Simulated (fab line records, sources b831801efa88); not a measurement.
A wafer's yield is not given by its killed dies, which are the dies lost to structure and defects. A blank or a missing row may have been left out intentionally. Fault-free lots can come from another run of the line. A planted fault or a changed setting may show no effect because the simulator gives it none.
The tool behind it: which one? | flow sky130 | 13 lots with 39 wafers sampled at 6 steps, on a route of 708 steps

## WHAT THE GAUGES READ, wafer by wafer
SKY_VT_ADJUST_HVTP_OVL_MEAS_08. Usual: VT_ADJUST_HVTP_OVL typically reads -1.2 nm, with standard deviation 1.4.
lot  | measured     | on         | VT_ADJUST_HVTP_OVL (nm) | flag
L325 | day 6 01:35  | overlay-02 | -3.2 -3.0 -2.5          |
L326 | day 6 08:37  | overlay-01 | -3.0 -2.7 -3.1          |
L329 | day 7 16:16  | overlay-01 | -0.8 -3.3 -3.5          |
L333 | day 8 04:10  | overlay-01 | -2.1 -1.8 -0.9          |
L336 | day 8 23:49  | overlay-02 | -1.6 -1.6 -0.3          |
L338 | day 9 11:35  | overlay-02 | -1.7 1.0 -1.2           |
L339 | day 9 18:33  | overlay-02 | -0.2 -1.1 -1.1          |
L341 | day 10 08:46 | overlay-02 | -1.1 -0.8 -1.2          |
L343 | day 10 17:44 | overlay-01 | -2.4 -3.7 -1.7          |
L344 | day 11 04:13 | overlay-01 | -1.8 -1.5 -0.1          |
L346 | day 11 11:28 | overlay-01 | 0.2 -1.8 0.3            |
L347 | day 11 18:43 | overlay-02 | -3.1 -0.5 -1.8          |
L348 | day 12 06:38 | overlay-01 | -3.1 -1.1 -2.0          |

SKY_VT_ADJUST_NCORE_TW_MEAS_11. Usual: VT_ADJUST_NCORE_TW typically reads 219.2, with standard deviation 1.9.
lot  | measured     | on            | VT_ADJUST_NCORE_TW | flag
L325 | day 8 12:50  | film metro-03 | 221.7 221.0 221.4  |
L326 | day 8 20:43  | film metro-03 | 222.5 220.6 219.5  |
L329 | day 10 08:44 | film metro-03 | 221.0 219.8 220.3  |
L333 | day 10 21:19 | film metro-03 | 30.1 30.1 30.3     | OFF
L336 | day 11 19:14 | film metro-03 | 221.9 222.3 221.8  |
L338 | day 12 09:18 | film metro-01 | 217.4 216.8 218.0  |
L339 | day 12 17:07 | film metro-01 | 216.8 216.9 215.4  |
L341 | day 13 10:33 | film metro-01 | 218.7 217.0 218.6  |
L343 | day 13 18:45 | film metro-03 | 219.7 219.2 218.9  |
L344 | day 14 06:04 | film metro-03 | 218.8 219.2 220.6  |
L346 | day 14 15:14 | film metro-03 | 219.2 220.1 220.3  |
L347 | day 14 23:17 | film metro-01 | 216.5 216.7 217.2  |
L348 | day 15 12:25 | film metro-03 | 220.8 219.2 220.6  |

SKY_SD_N_RS_MEAS_18: measures by four-point-probe. Usual: RES_XHIGH_RS typically reads 333.1 ohm/sq, with standard deviation 1.1.
lot  | measured     | on            | RES_XHIGH_RS (ohm/sq) | flag
L325 | day 27 20:55 | film metro-03 | 335.7 333.8 334.5     |
L326 | day 27 23:33 | film metro-03 | 334.7 332.6 333.3     |
L329 | day 29 18:59 | film metro-03 | 333.4 333.6 334.5     |
L333 | day 32 09:35 | film metro-01 | 332.5 333.6 333.0     |
L336 | day 32 13:14 | film metro-04 | 331.5 330.8 331.8     |
L338 | day 32 14:07 | film metro-04 | 333.2 332.4 333.1     |
L339 | day 32 14:37 | film metro-03 | 333.3 332.4 333.1     |
L341 | day 33 06:58 | film metro-04 | 332.9 334.9 335.4     |
L343 | day 33 12:02 | film metro-04 | 333.9 333.1 333.8     |
L344 | day 34 02:42 | film metro-03 | 333.6 335.1 332.2     |
L346 | day 34 10:26 | film metro-04 | 332.5 331.5 333.1     |
L347 | day 35 23:36 | film metro-04 | 331.8 330.2 332.1     |
L348 | day 36 00:30 | film metro-03 | 332.1 331.5 331.2     |

## EACH LOT AND THE TOOL THAT RAN IT (in order: tool; ch and the chambers of the sampled wafers; start)
lot  | SKY_VT_ADJUST_LVTN_STRIP_20          | SKY_VT_ADJUST_NCORE_STRIP_10         | SKY_SD_N_RTA_14
L325 | plasma asher-02 ch 0,1, day 7 16:03  | plasma asher-02 ch 0,1, day 8 12:43  | rtp anneal-02 ch 0, day 27 20:29
L326 | plasma asher-01 ch 0,1, day 8 00:24  | plasma asher-02 ch 0,1, day 8 20:37  | rtp anneal-01 ch 0, day 27 23:08
L329 | plasma asher-02 ch 0,1, day 9 11:02  | plasma asher-02 ch 0,1, day 10 08:38 | rtp anneal-01 ch 0, day 29 18:35
L333 | plasma asher-03 ch 0,1, day 9 22:45  | plasma asher-02 ch 0,1, day 10 21:13 | rtp anneal-01 ch 0, day 32 09:11
L336 | plasma asher-01 ch 0,1, day 10 19:46 | plasma asher-04 ch 0,1, day 11 19:10 | rtp anneal-02 ch 0, day 32 12:48
L338 | plasma asher-02 ch 0,1, day 11 08:56 | plasma asher-01 ch 0,1, day 12 09:11 | rtp anneal-01 ch 0, day 32 13:41
L339 | plasma asher-02 ch 0,1, day 11 16:24 | plasma asher-01 ch 0,1, day 12 17:01 | rtp anneal-01 ch 0, day 32 14:09
L341 | plasma asher-02 ch 1, day 12 09:03   | plasma asher-04 ch 0,1, day 13 10:26 | rtp anneal-02 ch 0, day 33 06:32
L343 | plasma asher-01 ch 0,1, day 12 17:57 | plasma asher-01 ch 0,1, day 13 18:35 | rtp anneal-02 ch 0, day 33 11:37
L344 | plasma asher-03 ch 0,1, day 13 04:48 | plasma asher-01 ch 0,1, day 14 05:58 | rtp anneal-02 ch 0, day 34 02:17
L346 | plasma asher-03 ch 0,1, day 13 12:57 | plasma asher-04 ch 0,1, day 14 15:08 | rtp anneal-02 ch 0, day 34 10:02
L347 | plasma asher-03 ch 0, day 13 21:15   | plasma asher-02 ch 1, day 14 23:11   | rtp anneal-02 ch 0, day 35 23:11
L348 | plasma asher-02 ch 0,1, day 14 09:26 | plasma asher-04 ch 0,1, day 15 12:19 | rtp anneal-02 ch 0, day 36 00:05
- SKY_VT_ADJUST_LVTN_STRIP_20: strips in O2/N2.
- SKY_VT_ADJUST_NCORE_STRIP_10: strips in O2/N2.
- SKY_SD_N_RTA_14: time 2 s.

## AS READ BY THE TOOLS THEMSELVES (means over the sampled wafers that have a number; for cases with no such wafer, the mark the record gives instead)
SKY_VT_ADJUST_LVTN_STRIP_20. Usual: drypump motor current A 5.28 A, standard deviation 0.25; oes product au 0.716 a.u., standard deviation 0.0048; strip time to endpoint s 14.19 s, standard deviation 0.038.
lot  | tool            | drypump motor current A (A) | oes product au (a.u.) | strip time to endpoint s (s) | flag
L325 | plasma asher-02 | 5.12                        | 0.714                 | 14.19                        |
L326 | plasma asher-01 | 5.34                        | 0.715                 | 14.23                        |
L329 | plasma asher-02 | 5.15                        | 0.716                 | 14.19                        |
L333 | plasma asher-03 | 5.43                        | 0.911                 | -                            | OFF
L336 | plasma asher-01 | 5.16                        | 0.717                 | 14.21                        |
L338 | plasma asher-02 | 5.13                        | 0.718                 | 14.20                        |
L339 | plasma asher-02 | 5.11                        | 0.714                 | 14.20                        |
L341 | plasma asher-02 | 4.93                        | 0.720                 | 14.23                        |
L343 | plasma asher-01 | 5.16                        | 0.717                 | 14.11                        |
L344 | plasma asher-03 | 5.45                        | 0.722                 | 14.21                        |
L346 | plasma asher-03 | 5.42                        | 0.718                 | 14.21                        |
L347 | plasma asher-03 | 5.52                        | 0.714                 | 14.15                        |
L348 | plasma asher-02 | 5.11                        | 0.718                 | 14.14                        |

SKY_VT_ADJUST_NCORE_STRIP_10. Usual: drypump motor current A 5.4 A, standard deviation 0.44; oes product au 0.716 a.u., standard deviation 0.0044; strip time to endpoint s 13.95 s, standard deviation 0.042.
lot  | tool            | drypump motor current A (A) | oes product au (a.u.) | strip time to endpoint s (s) | flag
L325 | plasma asher-02 | 5.1                         | 0.717                 | 13.93                        |
L326 | plasma asher-02 | 5.1                         | 0.715                 | 13.92                        |
L329 | plasma asher-02 | 5.3                         | 0.716                 | 13.94                        |
L333 | plasma asher-02 | 5.1                         | 0.721                 | 25.36                        | OFF
L336 | plasma asher-04 | 6.1                         | 0.715                 | 13.95                        |
L338 | plasma asher-01 | 5.3                         | 0.717                 | 13.99                        |
L339 | plasma asher-01 | 5.3                         | 0.714                 | 13.94                        |
L341 | plasma asher-04 | 6.0                         | 0.718                 | 13.93                        |
L343 | plasma asher-01 | 5.3                         | 0.719                 | 13.87                        |
L344 | plasma asher-01 | 5.2                         | 0.715                 | 13.99                        |
L346 | plasma asher-04 | 6.0                         | 0.716                 | 13.95                        |
L347 | plasma asher-02 | 4.9                         | 0.712                 | 13.95                        |
L348 | plasma asher-04 | 6.0                         | 0.712                 | 13.93                        |

SKY_SD_N_RTA_14. Usual: lamp power pct 15.74 %, standard deviation 0.051; wafer_temp_C_max 1078.0, standard deviation 1.1.
lot  | tool          | lamp power pct (%) | wafer_temp_C_max | flag
L325 | rtp anneal-02 | 15.77              | 1077.7           |
L326 | rtp anneal-01 | 15.70              | 1077.9           |
L329 | rtp anneal-01 | 15.77              | 1078.6           |
L333 | rtp anneal-01 | 15.73              | 1077.9           |
L336 | rtp anneal-02 | 15.77              | 1077.8           |
L338 | rtp anneal-01 | 15.76              | 1078.4           |
L339 | rtp anneal-01 | 15.69              | 1077.5           |
L341 | rtp anneal-02 | 15.74              | 1079.2           |
L343 | rtp anneal-02 | 15.73              | 1077.4           |
L344 | rtp anneal-02 | 15.72              | 1078.8           |
L346 | rtp anneal-02 | 15.74              | 1078.1           |
L347 | rtp anneal-02 | 15.75              | 1079.5           |
L348 | rtp anneal-02 | 15.77              | 1077.0           |

## THE ANSWER, worked out from the rows above alone
Rule: a lot is off if the mean of its wafers that have a number lies more than 3 standard deviations from the usual mean. Also off: a lot with no number at a reading for which 4 or more lots have one. Where the step has rows for the other lots, those lots are counted as sound. First the gauges in route order, then the tools' own readings, where a lot's mean is used as printed above. The first step at which some lot is off is used, and at that step the reading that is off furthest; a lot without a number counts as furthest.
Off: L333, at SKY_VT_ADJUST_NCORE_TW_MEAS_11 (VT_ADJUST_NCORE_TW).
If a tool, at a process step before that reading, ran all the lots that are off and no sound lot after the first of them, it fits. The gauges at SKY_VT_ADJUST_NCORE_TW_MEAS_11 aren't tried: what is off there is off at SKY_VT_ADJUST_LVTN_STRIP_20 too, on other tools, and a gauge's error can't cause that. Of those tried, none fits.

## WHAT THE SIMULATOR HAD INSERTED
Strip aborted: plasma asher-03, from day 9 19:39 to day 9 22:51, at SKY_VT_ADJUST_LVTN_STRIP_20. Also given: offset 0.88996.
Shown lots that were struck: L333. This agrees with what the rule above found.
